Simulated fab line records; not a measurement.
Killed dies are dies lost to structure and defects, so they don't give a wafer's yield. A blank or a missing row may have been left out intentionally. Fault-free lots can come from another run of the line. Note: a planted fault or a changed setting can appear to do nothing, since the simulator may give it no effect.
Chamber matching | flow sky130 | rie-diel-03 running SKY_POLY_GATE_ETCH_16: 4 sister chambers
The step etches Si3N4 in CH3F/O2, stops on poly-Si, time 147.5 s, target depth 75 nm. 4 wafers are shown with their chamber, then 7 later ones without.

WAFERS PAIRED WITH THEIR CHAMBERS
wafer  | chamber | drypump-motor-current-A (A)
L960.4 | 2       | 5.31
L960.5 | 0       | 5.95
L963.2 | 3       | 5.77
L963.3 | 1       | 5.54

WAFERS WHOSE CHAMBER IS MISSING
wafer  | drypump-motor-current-A (A)
L963.5 | 5.75
L964.1 | 5.56
L964.2 | 5.75
L964.3 | 6.00
L966.1 | 5.55
L966.2 | 5.76
L966.4 | 5.33

EACH ONE'S CHAMBER
wafer  | from the rows above | in truth
L963.5 | 3                   | 3
L964.1 | 1                   | 1
L964.2 | 3                   | 3
L964.3 | 0                   | 0
L966.1 | 1                   | 1
L966.2 | 3                   | 3
L966.4 | 2                   | 2
Placed correctly: 7 of 7. Number that these rows cannot place: 0. Wrongly placed: 0.
How it was worked out, from the rows above alone: a wafer's distance from a chamber is the root of the sum, over the readings, of the square of ((its reading less the chamber's mean) divided by the reading's scatter). If the next closest chamber is less than 2 further off than the closest, the wafer can't be placed; otherwise it belongs to the closest. A chamber's mean is the mean of its shown wafers. The scatter: root of mean squared gap, hidden wafer to nearest shown wafer, with one shown wafer a chamber.
